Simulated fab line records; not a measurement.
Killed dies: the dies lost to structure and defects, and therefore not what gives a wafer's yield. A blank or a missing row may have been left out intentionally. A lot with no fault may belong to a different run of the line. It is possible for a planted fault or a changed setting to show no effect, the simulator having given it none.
Comparing a struck lot with a sound one + flow sky130 + 16 out of 708 route steps
Sound: wafers L203.1, L203.3, L203.6. The struck wafers were L191.3, L191.4, L191.5. The cause is given at the end.
Per side, at each step with rows, come the tool, then ch with its chambers, and then its first start. Under that, the readings that differ: sound wafers + struck wafers + difference of the means + sigmas: that difference in standard deviations of wafers without a fault.
alike: same words and numbers on both sides, and readings whose means sit less than 2 such deviations apart. not compared: any withheld reading, any reading some wafer has no value for, any bound like >300 that may hide the same value, and any number with overlapping values for which the record gives no deviation.
The two part at a step that has a row with sigmas, a row that says differs or no value, or rows on one side only. Numbers that have no deviation but don't overlap get no sigmas and don't part them. A reading that every wafer of one side lacks parts them only if that side has two wafers or more.

first, 6 steps without rows for these wafers: SKY_METAL5_HMDS_08 (prime time 60 s); SKY_METAL5_COAT_09 (resist thk 1800 nm); SKY_METAL5_SOFTBAKE_10 (time 60 s); SKY_METAL5_EXPOSE_11 (exposes mask MM5, target cd 1600 nm); SKY_METAL5_PEB_12; SKY_METAL5_DEVELOP_13 (develop time 60 s).
SKY_METAL5_DESCUM_14: chemistry O2, time 11 s.
  sound on rie-metal-01 ch 0,1, day 49 02:59; struck on rie-metal-03 ch 0, day 46 04:58
| reading               | sound             | struck            | difference | sigmas |
|-----------------------|-------------------|-------------------|------------|--------|
| oes-product-au (a.u.) | 1.008 0.992 0.993 | 1.034 1.015 1.022 | +0.026     | +2     |
  alike: drypump-motor-current-A, he-backside-leak-sccm, rf-fwd-power-W
  not compared: rf-hours-counter-h
SKY_METAL5_METAL_ETCH_15: etches the open film in Cl2/BCl3, stops on SiO2, target depth 1260 nm, time 252 s.
  sound on rie-metal-01 ch 0,1, day 49 03:01; struck on rie-metal-03 ch 0, day 46 05:10
  alike: drypump-motor-current-A, he-backside-leak-sccm, oes-product-au, rf-fwd-power-W, throttle-valve-pct
  not compared: rf-hours-counter-h
SKY_METAL5_STRIP_16: strips in O2/N2.
  sound on plasma-asher-02 ch 0,1, day 49 03:14; struck on plasma-asher-03 ch 0,1, day 46 05:31
| reading                      | sound             | struck            | difference | sigmas |
|------------------------------|-------------------|-------------------|------------|--------|
| strip-time-to-endpoint-s (s) | 13.08 13.07 12.90 | 12.77 12.68 12.71 | -0.30      | -2     |
  alike: drypump-motor-current-A, n2-flow-sccm, oes-product-au
  not compared: rf-hours-counter-h
then, 3 steps without rows for these wafers: SKY_METAL5_STRIP_17 (strips in post etch residue remover, time 1200 s); SKY_METAL5_CLEAN_18 (cleans in IPA, time 180 s); SKY_METAL5_CLEAN_19 (cleans in O3/DIW).
SKY_PASSIVATION_CVD_00: deposits SiO2, target thk 90 nm.
  sound on pecvd-04 ch 0,1,2, day 49 03:53; struck on pecvd-04 ch 0,2, day 46 06:06
| reading                                      | sound             | struck            | difference | sigmas |
|----------------------------------------------|-------------------|-------------------|------------|--------|
| rf-fwd-power-W (W)                           | 586 596 584       | 685 684 681       | +95        | +28    |
| model.SiO2_of_PASSIVATION_CVD_00.thk-nm (nm) | 88.87 87.03 91.93 | 92.45 93.55 95.78 | +4.65      |        |
  alike: heater-power-w
SKY_PASSIVATION_THK_MEAS_01:
  sound on film-metro-03, day 49 03:54; struck on film-metro-03, day 46 06:08
| reading                     | sound          | struck         | difference | sigmas |
|-----------------------------|----------------|----------------|------------|--------|
| PASSIVATION_CVD_00_THK (nm) | 88.8 87.0 91.9 | 92.4 93.6 95.7 | +4.7       | +3     |
SKY_PASSIVATION_CVD_02: deposits Si3N4, target thk 540 nm.
  sound on pecvd-03 ch 0,1,2, day 49 03:58; struck on pecvd-03 ch 0,1,2, day 46 06:11
  alike: heater-power-w, rf-fwd-power-W
SKY_PAD_OPEN_PROBE_99:
  sound on prober-02, day 50 16:03; struck on prober-01, day 47 23:53
| reading              | sound    | struck | difference | sigmas |
|----------------------|----------|--------|------------|--------|
| sort_bin_8_speed (%) | 0.20 0 0 | 0 0 0  | +0         | -4     |
  alike: defect-limited-yield, killed_at_M0_to_M3, killed_at_M4_up, killed-at-contacts, killed-at-front-end, killed-at-other, killed-dies, killed-open, killed-short, sort_bin_3_pad_short, sort_bin_5_function, sort_bin_6_memory, sort-n-pass, sort-yield-pct

== WHERE THEY PART ==
Earliest at SKY_METAL5_DESCUM_14; latest, in this record, at SKY_PAD_OPEN_PROBE_99.

WHY: whatever the simulator had introduced
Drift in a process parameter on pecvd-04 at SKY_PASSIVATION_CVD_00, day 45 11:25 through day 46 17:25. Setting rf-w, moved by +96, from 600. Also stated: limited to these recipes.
